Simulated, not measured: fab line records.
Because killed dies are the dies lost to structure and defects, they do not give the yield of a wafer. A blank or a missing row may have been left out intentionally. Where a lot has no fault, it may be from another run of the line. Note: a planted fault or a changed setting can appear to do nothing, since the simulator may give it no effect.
Chamber matching	flow sky130	SKY_LI_CONTACT_CMP_02 on cmp-01 has 4 sister chambers
The step polishes PSG. 7 wafers are shown with their chamber, then 9 later ones without.

## EACH WAFER AND ITS CHAMBER
wafer	chamber	motor current A (A)	time to endpoint s (s)
L866.3	1	10.5	35.7
L867.1	2	10.3	33.3
L874.5	3	9.6	32.1
L874.6	0	12.9	33.8
L883.1	2	9.6	36.2
L883.3	3	11.0	32.8
L883.5	0	13.6	34.3

## WAFERS WITH NO CHAMBER GIVEN
wafer	motor current A (A)	time to endpoint s (s)
L884.3	9.9	30.4
L884.5	9.8	28.5
L884.6	10.0	33.8
L885.1	10.0	30.9
L885.2	13.1	31.6
L885.3	10.0	37.0
L888.1	10.8	37.3
L888.2	10.8	32.3
L888.4	9.9	35.4

## WHICH CHAMBER EACH ONE RAN IN
wafer	from the rows above	in truth
L884.3	can't be placed: 3 or 2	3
L884.5	can't be placed: 3 or 2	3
L884.6	can't be placed: 2 or 3 or 1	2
L885.1	can't be placed: 3 or 2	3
L885.2	0	0
L885.3	can't be placed: 1 or 2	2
L888.1	can't be placed: 1 or 2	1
L888.2	can't be placed: 3 or 2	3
L888.4	can't be placed: 2 or 1 or 3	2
1 of 9 placed correctly. These rows do not allow placing 8 (true chamber among the candidates in 8). Wrongly placed: 0.
How it was worked out, from the rows above alone: a wafer's distance from a chamber is the root of the sum, over the readings, of the square of ((its reading less the chamber's mean) divided by the reading's scatter). If the next closest chamber is less than 2 further off than the closest, the wafer can't be placed; otherwise it belongs to the closest. For every chamber, the mean is computed from those of its wafers that are shown. The scatter: the root of (the sum of the squares of (reading less its chamber's mean) over the shown wafers, divided by (wafers less chambers)).
